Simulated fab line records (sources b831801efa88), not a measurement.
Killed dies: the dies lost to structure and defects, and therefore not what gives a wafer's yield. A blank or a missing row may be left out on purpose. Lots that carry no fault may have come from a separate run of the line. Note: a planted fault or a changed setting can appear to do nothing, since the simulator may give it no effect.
A struck lot beside a sound one    flow sky130    15 out of 708 route steps
Sound: these wafers, L381.2, L381.5, L381.6. The struck wafers were L391.1, L391.3, L391.6. The cause is given at the end.
Order at every step that has rows: each side's tool, ch and its chambers, its first start. Under that, the readings that differ: sound wafers    struck wafers    difference of the means    sigmas: that difference in standard deviations of wafers without a fault.
alike: readings with means less than 2 such deviations apart, plus words and numbers identical on both sides. not compared: withheld readings, readings lacking a value on some wafer, bounds such as >300 that could conceal the same value, and numbers that have no deviation in the record and whose values overlap.
The two part at a step that has a row with sigmas, a row that says differs or no value, or rows on one side only. Numbers that have no deviation but don't overlap get no sigmas and don't part them. Lack of a reading on every wafer of one side parts them only where that side has two or more wafers.

SKY_METAL1_SPUTTER_02: material AlCu, target thk 250 nm, time 13.3 s.
  struck on pvd-sputter-04, day 36 20:55; sound on pvd-sputter-02, day 33 11:46
  alike: throttle-valve-pct
SKY_METAL1_SPUTTER_03: material Ti, target thk 5 nm, time 3.3 s.
  struck on pvd-sputter-04, day 36 20:56; sound on pvd-sputter-02, day 33 11:48
  alike: throttle-valve-pct
SKY_METAL1_SPUTTER_04: material TiN, target thk 70 nm, time 58.3 s.
  struck on pvd-sputter-04, day 36 20:58; sound on pvd-sputter-02, day 33 11:49
  alike: throttle-valve-pct
SKY_METAL1_RS_MEAS_05: measures by four-point-probe.
  struck on film-metro-03, day 36 21:01; sound on film-metro-03, day 33 11:53
  alike: METAL1_ALCU_RS
SKY_METAL1_THK_MEAS_06: measures by xrf.
  struck on film-metro-03, day 36 21:08; sound on film-metro-03, day 33 11:59
  alike: METAL1_ALCU_THK
then, 7 steps without rows for these wafers: SKY_METAL1_DEHYDRATE_07 (time 60 s); SKY_METAL1_HMDS_08 (prime time 60 s); SKY_METAL1_COAT_09 (resist thk 60 nm); SKY_METAL1_COAT_10 (resist thk 450 nm); SKY_METAL1_SOFTBAKE_11 (time 90 s); SKY_METAL1_EXPOSE_12 (exposes mask MM1, target cd 140 nm); SKY_METAL1_PEB_13.
SKY_METAL1_DEVELOP_14: develop time 60 s.
  sound on litho-track-04 ch 0, day 34 14:00; struck on litho-track-03 ch 0, day 37 22:00
reading               sound              struck             difference  sigmas
developer-temp-C (C)  21.05 21.01 21.01  21.45 21.51 21.61  +0.50       +5
  alike: chill-plate-temp-C
SKY_METAL1_CD_MEAS_15: target cd 140 nm.
  struck on cd-sem-01, day 37 22:48; sound on cd-sem-02, day 34 14:20
  alike: cd-nm
-- the record jumps here: 12 days lie between the struck wafers' starts before and after (it left off in module METAL1 and takes up again in module PAD_OPEN, whose first step shown is number 708 of the route) --
SKY_PAD_OPEN_PROBE_99:
  struck on prober-02, day 49 15:13; sound on prober-02, day 47 03:17
  alike: defect-limited-yield, killed_at_M0_to_M3, killed_at_M4_up, killed-at-contacts, killed-at-front-end, killed-at-other, killed-dies, killed-open, killed-short, sort_bin_3_pad_short, sort_bin_5_function, sort_bin_6_memory, sort-n-pass, sort-yield-pct

== WHERE THEY PART ==
Within this record, at SKY_METAL1_DEVELOP_14 only. Later steps at which nothing parts them and some readings are alike: SKY_METAL1_CD_MEAS_15, SKY_PAD_OPEN_PROBE_99.

WHY: the cause the simulator had injected
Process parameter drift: litho-track-03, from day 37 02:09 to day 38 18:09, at SKY_METAL1_DEVELOP_14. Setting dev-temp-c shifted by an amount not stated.
